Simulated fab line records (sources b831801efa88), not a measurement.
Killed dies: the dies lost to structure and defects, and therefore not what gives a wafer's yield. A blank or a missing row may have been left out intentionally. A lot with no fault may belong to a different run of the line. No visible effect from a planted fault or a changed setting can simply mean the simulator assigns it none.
Split-lot trial + flow sky130 + route with 708 steps; 5 lots, 23 wafers read

THE SPLIT
At SKY_LDD_N_SOFTBAKE_03 (time 60 s), the setting tempC was moved away from the recipe's 90 C on 8 of the 23 wafers read, by -3.4% to +1.5%. For the rest of the wafers, this setting stayed at what the recipe calls for.

No step appears in the file between the split and the reading.

THE READING
NOVOLAK_of_LDD_N_COAT_02.thkNm (the simulator's own value, which no gauge read), in nm, at SKY_LDD_N_DEVELOP_06 (develop time 60 s). The file gives no usual value for it. Across the 15 wafers here that went through the recipe, the average is 300.6 nm and the standard deviation 0.72 nm.

| wafer  | tool, chamber at the split | tempC as run, C | against the recipe | NOVOLAK_of_LDD_N_COAT_02.thkNm, nm | against lot-mates on the recipe |
|--------|----------------------------|-----------------|--------------------|------------------------------------|---------------------------------|
| L077.1 | lithoTrack-04, 0           | 86.96           | -3.4%              | 302.5                              | +2.1                            |
| L077.2 | lithoTrack-04, 0           | 86.96           | -3.4%              | 303                                | +2.6                            |
| L077.4 | lithoTrack-04, 0           | 90              | recipe             | 300.4                              | -                               |
| L077.5 | lithoTrack-04, 0           | 90              | recipe             | 300.2                              | -                               |
| L077.6 | lithoTrack-04, 0           | 90              | recipe             | 300.5                              | -                               |
| L078.1 | lithoTrack-01, 0           | 90              | recipe             | 301.7                              | -                               |
| L078.2 | lithoTrack-01, 0           | 90              | recipe             | 300.4                              | -                               |
| L078.3 | lithoTrack-01, 0           | 90              | recipe             | 300.5                              | -                               |
| L078.4 | lithoTrack-01, 0           | 90              | recipe             | 301.6                              | -                               |
| L078.5 | lithoTrack-01, 0           | 90              | recipe             | 300.6                              | -                               |
| L081.1 | lithoTrack-01, 0           | 90              | recipe             | 301.9                              | -                               |
| L081.4 | lithoTrack-01, 0           | 90              | recipe             | 301.5                              | -                               |
| L081.5 | lithoTrack-01, 0           | 90              | recipe             | 300.9                              | -                               |
| L082.2 | lithoTrack-04, 0           | 91.32           | +1.5%              | 299.7                              | -0.5                            |
| L082.3 | lithoTrack-04, 0           | 90              | recipe             | 300.2                              | -                               |
| L082.4 | lithoTrack-04, 0           | 90              | recipe             | 300.2                              | -                               |
| L082.5 | lithoTrack-04, 0           | 91.32           | +1.5%              | 299.6                              | -0.6                            |
| L082.6 | lithoTrack-04, 0           | 91.32           | +1.5%              | 300.3                              | +0.1                            |
| L085.1 | lithoTrack-03, 0           | 87.01           | -3.3%              | 301.6                              | +2.1                            |
| L085.2 | lithoTrack-03, 0           | 90              | recipe             | 299.4                              | -                               |
| L085.3 | lithoTrack-03, 0           | 87.01           | -3.3%              | 301.5                              | +2.0                            |
| L085.4 | lithoTrack-03, 0           | 90              | recipe             | 299.6                              | -                               |
| L085.5 | lithoTrack-03, 0           | 87.01           | -3.3%              | 301.3                              | +1.8                            |

FIT RESULTS
A straight line over all 23 wafers: NOVOLAK_of_LDD_N_COAT_02.thkNm changes by -0.422 nm for each +1% of tempC; r = -0.70; the points scatter about the line by 0.7 nm.
The same after taking each lot's own level away (the mean of its wafers on the recipe; 23 wafers): -0.573 nm for each +1%; r = -0.92; scatter 0.41 nm.
The reading moves by 1.9 nm for the largest change in tempC, on that fit.
From 299.50 to 301.43 nm: that is the span of the lots' own levels, equal to 2.7 times the standard deviation above.
So the lot-to-lot level blurs the effect unless lot-mates are compared.
Check: +2.03 nm against its lot-mates is what the line predicts for one of the wafers moved furthest among these (-3.4%) when that wafer is left out of the fit. Against them it came out at +2.13 nm.

FURTHER SPLITS ON THESE WAFERS
Other splits were also applied to these wafers ahead of the reading. Each is held against what the fit with the lots' levels taken away leaves over:
| other split on the same wafers        | wafers away from the commonest value | r with NOVOLAK_of_LDD_N_COAT_02.thkNm (lot level and that fit taken away) |
|---------------------------------------|--------------------------------------|---------------------------------------------------------------------------|
| SKY_SONOS_ONO_COAT_08 spinRpm         | 7                                    | +0.35                                                                     |
| SKY_SONOS_ONO_SOFTBAKE_09 timeS       | 4                                    | +0.26                                                                     |
| SKY_GATE_OXIDE_IMPLANT_11 energyKev   | 7                                    | +0.14                                                                     |
| SKY_POLY_GATE_CVD_00 pressureMtorr    | 15                                   | -0.04                                                                     |
| SKY_POLY_GATE_IMPLANT_02 doseCm2      | 10                                   | -0.20                                                                     |
| SKY_POLY_GATE_DEVELOP_12 developTimeS | 10                                   | +0.30                                                                     |

THE FILE'S OWN FIT
NOVOLAK_of_LDD_N_COAT_02.thkNm changes by -0.604 nm for each +1% of tempC, r = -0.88.
